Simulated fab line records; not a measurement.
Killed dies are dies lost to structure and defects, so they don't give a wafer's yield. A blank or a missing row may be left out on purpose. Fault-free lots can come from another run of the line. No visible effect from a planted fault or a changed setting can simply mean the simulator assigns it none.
Problem report, 8D (eight disciplines) form, completed by code -- flow sfqLine -- the parts of the form that need people (team, actions taken, sign-off) are left out

1. WHAT IS WRONG
At SFQ_TRILAYER_I2_VIA_BARC_OPEN_VIA_ETCH_096, rfFwdPowerW averages 575.6 W over 6 wafers from 2 lots, while fault-free wafers read 495.2 W, standard deviation 1.9. That puts it +42 standard deviations away from the usual mean.
The step: etches BARC in O2, target depth 125 nm, time 40.49 s.
First observed at day 49 10:37: wafer L247.3, on rieDiel-04. The record has a number at this step for 18 wafers belonging to 6 lots. Rule for "out", or "out of limits": more than 4 standard deviations from the usual mean. The other wafers with a number count as sound.

2. WHAT THIS IS AND IS NOT
question,is,is not
which readings at this step,rfFwdPowerW,drypumpMotorCurrentA
which lots,"L247, L249","L240, L241, L243, L254"
which wafers of those lots,all that have a number,-
read on which tools,rieDiel-04,"rieDiel-01, rieDiel-02"
when,from day 49 10:37,up to then (9 sound wafers); but 3 sound wafers of L254 came after

3. SUSPECTS, AND WHAT RULES EACH OUT
Counting: a tool stays on the suspect list if, at a process step up to the reading, it processed all lots that are out and no sound lot following the first of them.
- filmMetro-02 at SFQ_TRILAYER_I2_METRO_MEASURE_065: kept. It ran every lot that is out, first L247 (day 43 11:50), and no sound lot after that.
- rieDiel-04 at SFQ_TRILAYER_I2_VIA_BARC_OPEN_VIA_ETCH_096 (etches BARC in O2, target depth 125 nm, time 40.49 s): kept. It processed each lot that is out, first L247 at day 49 10:37, and no sound lot thereafter; up to then, the last sound lot it processed was L243 at day 47 22:37. Out on those wafers are its own readings of rfFwdPowerW.
Left after counting: filmMetro-02 at SFQ_TRILAYER_I2_METRO_MEASURE_065, rieDiel-04 at SFQ_TRILAYER_I2_VIA_BARC_OPEN_VIA_ETCH_096.

4. THE CAUSE (what the simulator had put in)
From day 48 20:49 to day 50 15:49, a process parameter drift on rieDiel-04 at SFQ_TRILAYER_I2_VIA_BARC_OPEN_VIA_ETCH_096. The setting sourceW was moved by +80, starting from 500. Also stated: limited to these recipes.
2 suspects survive the count, and this tool is in that group.

5. SEQUENCE OF EFFECTS, ordered by route
Each row: a reading where the mean over the struck wafers with a number is more than 3 standard deviations away from the usual. Scope: only readings with a usual standard deviation given in the record; hours: median across lots of the time from each lot's start at the first step in this table that gives one to its start at this step; sigmas: change in usual standard deviations.
hours,step,reading,usual,on struck wafers,change,sigmas
0,SFQ_TRILAYER_I2_VIA_BARC_OPEN_VIA_ETCH_096,rfFwdPowerW,495.2 W,575.6,+80.4,+42
It contains these process steps:
- SFQ_TRILAYER_I2_VIA_BARC_OPEN_VIA_ETCH_096: etches BARC in O2, target depth 125 nm, time 40.49 s.

6. WHAT WOULD HAVE CAUGHT IT SOONER
First out-of-limits reading in this record: day 49 10:37, which is 14 hours after fault onset at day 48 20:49.
